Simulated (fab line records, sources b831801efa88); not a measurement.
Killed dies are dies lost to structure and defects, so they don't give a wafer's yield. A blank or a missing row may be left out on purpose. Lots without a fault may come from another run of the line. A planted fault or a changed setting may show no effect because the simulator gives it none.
Problem report in the 8D (eight disciplines) form, filled by code | flow sfq_line | the parts of the form that need people (team, actions taken, sign-off) are left out

1. THE PROBLEM
run_length_s at SFQ_TRILAYER_I4_VIA_BARC_OPEN_VIA_ETCH_146 reads a mean of 73.5 s on 1 wafer of 1 lot; wafers without a fault read 70.2 s with a standard deviation of 0.42. That is +7.9 standard deviations from the usual mean.
The step: etches BARC in O2, target depth 125 nm, time 41.7 s.
First seen on wafer L287.4, day 65 18:14, on rie_diel-04. The record holds 38 wafers of 13 lots with a number at this step. Rule for "out", or "out of limits": more than 4 standard deviations from the usual mean. The other wafers with a number count as sound.

2. WHAT IT IS AND WHAT IT IS NOT
question                    | is                | is not
which readings at this step | run_length_s      | drypump_motor_current_A
which lots                  | L287              | L272, L273, L274, L275, L276, L277, L279, L280, L281, L291, L292, L294
which wafers of those lots  | L287.4            | L287.1
read on which tools         | rie_diel-04       | rie_diel-01, rie_diel-03
when                        | from day 65 18:14 | up to then (28 sound wafers); but 9 sound wafers of L291, L292, L294 came after

3. SUSPECTS, AND WHAT RULES EACH OUT
Counting: a tool at a process step up to the reading stays a suspect if it ran every lot that is out. Sound lots after the first of them don't rule it out here, since some wafers of a struck lot are sound.
- rie_diel-04 at SFQ_TRILAYER_I4_VIA_BARC_OPEN_VIA_ETCH_146 (etches BARC in O2, target depth 125 nm, time 41.7 s): kept. It ran the lot that is out, L287 (day 65 18:14); its last sound lot up to then is L280 (day 64 03:42). Its own readings are out on those wafers: run_length_s.
- Within rie_diel-04 at SFQ_TRILAYER_I4_VIA_BARC_OPEN_VIA_ETCH_146: the wafers that are out ran in chamber 1; their sound lot-mates ran in chamber 0.
Left after counting: rie_diel-04 at SFQ_TRILAYER_I4_VIA_BARC_OPEN_VIA_ETCH_146.

4. THE CAUSE (what the simulator had put in)
Process parameter drift: rie_diel-04, from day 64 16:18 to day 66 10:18, at SFQ_TRILAYER_I4_VIA_BARC_OPEN_VIA_ETCH_146. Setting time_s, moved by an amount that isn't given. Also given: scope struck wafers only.
Counting left only this tool.

5. THE CHAIN OF EFFECTS, in route order
Each row: a reading whose mean over the struck wafers that have a number lies more than 3 standard deviations from the usual. Only readings for which the record gives a usual standard deviation are gone through. hours: the time from each lot's start at the first step in this table that gives one to its start at this step, as a median over the lots. sigmas: the change in usual standard deviations.
hours | step                                       | reading        | usual      | on struck wafers | change | sigmas
0     | SFQ_TRILAYER_I4_VIA_BARC_OPEN_VIA_ETCH_146 | oes_product_au | 0.685 a.u. | 0.670            | -0.015 | -3.1
0     | SFQ_TRILAYER_I4_VIA_BARC_OPEN_VIA_ETCH_146 | run_length_s   | 70.2 s     | 73.5             | +3.3   | +7.9
The process steps in it:
- SFQ_TRILAYER_I4_VIA_BARC_OPEN_VIA_ETCH_146: etches BARC in O2, target depth 125 nm, time 41.7 s.
Later measuring or inspecting steps at which every struck wafer that the step has a row for has a number for every such reading, and none has moved that far: SFQ_M6_RS_MEAS_938.

6. WHAT WOULD HAVE CAUGHT IT SOONER
In this record the first reading out of limits was taken at day 65 18:14, 26 hours after the fault began at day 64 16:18.
